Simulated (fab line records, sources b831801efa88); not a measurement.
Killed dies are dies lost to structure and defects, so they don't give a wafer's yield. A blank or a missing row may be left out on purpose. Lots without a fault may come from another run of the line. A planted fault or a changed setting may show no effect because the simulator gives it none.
A struck lot beside a sound one | flow sky130 | 14 steps out of a route of 708
Sound: wafers L874.1, L874.2, L874.6. Struck: wafers L887.1, L887.4. (L887.5 of the same lot was not struck and is left out.) The cause comes at the end.
At each step with rows: each side's tool, then ch and its chambers, then its first start. Under that, the readings that differ: sound wafers | struck wafers | difference of the means | sigmas: that difference in standard deviations of wafers without a fault.
alike: readings whose means differ by less than 2 such deviations, and words and numbers that are the same on both sides. not compared: withheld readings, readings that some wafer has no value for, bounds like >300 that may hide the same value, and numbers for which the record gives no deviation and whose values overlap.
The two part at a step that has a row with sigmas, a row that says differs or no value, or rows on one side only. Numbers that don't overlap but have no deviation are shown without sigmas and don't part them. A reading that every wafer of one side lacks parts them only if that side has two wafers or more.

first, 8 steps without rows for these wafers: SKY_POLY_GATE_DEHYDRATE_05 (time 60 s); SKY_POLY_GATE_HMDS_06 (prime time 60 s); SKY_POLY_GATE_COAT_07 (resist thk 110 nm); SKY_POLY_GATE_COAT_08 (resist thk 450 nm); SKY_POLY_GATE_SOFTBAKE_09 (time 90 s); SKY_POLY_GATE_EXPOSE_10 (exposes mask P1M, target cd 150 nm); SKY_POLY_GATE_PEB_11; SKY_POLY_GATE_DEVELOP_12 (develop time 60 s).
SKY_POLY_GATE_CD_MEAS_13: target cd 150 nm.
  sound on cd_sem-02, day 20 18:01; struck on cd_sem-02, day 24 04:02
  alike: cd_nm
SKY_POLY_GATE_OVL_MEAS_14:
  sound on overlay-01, day 20 18:08; struck on overlay-01, day 24 04:10
  reading            | sound | struck | difference | sigmas
  POLY_GATE_OVL (nm) | 9 7 2 | -11 -9 | -16        | -3
SKY_POLY_GATE_ETCH_15: etches BARC in N2/H2, stops on SiO2, time 118.5 s, target depth 110 nm.
  sound on rie_diel-03 ch 0,3, day 20 18:10; struck on rie_diel-03 ch 1,3, day 24 04:12
  alike: drypump_motor_current_A, oes_product_au, throttle_valve_pct
  not compared: rf_hours_counter_h
SKY_POLY_GATE_ETCH_16: etches Si3N4 in CH3F/O2, stops on poly-Si, time 147.5 s, target depth 75 nm.
  sound on rie_diel-03 ch 0,3, day 20 18:16; struck on rie_diel-03 ch 1,3, day 24 04:17
  alike: drypump_motor_current_A, oes_product_au, throttle_valve_pct
  not compared: rf_hours_counter_h
SKY_POLY_GATE_ETCH_17: etches poly-Si in HBr/Cl2, stops on SiO2, target depth 180 nm, time 70.5 s.
  sound on rie_si-01 ch 0,1,3, day 20 18:22; struck on rie_si-01 ch 0,2, day 24 04:23
  reading                                          | sound                   | struck          | difference | sigmas
  over_etch_frac                                   | 0.56667 0.56667 0.56667 | 0.39514 0.39514 | -0.17153   |
  model.POLY_GATE.feature_depth_nm (nm)            | 177.9 176.5 180.2       | 157.2 161.9     | -18.6      |
  model.etch.depth_nm (nm)                         | 177.9 176.5 180.2       | 157.2 161.9     | -18.6      |
  model.KrF-thick_of_POLY_GATE_COAT_08.thk_nm (nm) | 132.8 135.6 129.3       | 149.4 142.5     | +13.4      |
  alike: drypump_motor_current_A, oes_product_au, throttle_valve_pct
  not compared: rf_hours_counter_h
SKY_POLY_GATE_STRIP_18: strips in O2/N2.
  sound on plasma_asher-01 ch 0,1, day 20 18:25; struck on plasma_asher-03 ch 0,1, day 24 04:26
  reading                      | sound          | struck    | difference | sigmas
  strip_time_to_endpoint_s (s) | 3.10 3.12 3.05 | 3.27 3.19 | +0.14      | +3
  alike: drypump_motor_current_A, oes_product_au
  not compared: rf_hours_counter_h

WHERE THEY PART
First at SKY_POLY_GATE_OVL_MEAS_14; last, within this record, at SKY_POLY_GATE_STRIP_18.

WHY: what the simulator had put in
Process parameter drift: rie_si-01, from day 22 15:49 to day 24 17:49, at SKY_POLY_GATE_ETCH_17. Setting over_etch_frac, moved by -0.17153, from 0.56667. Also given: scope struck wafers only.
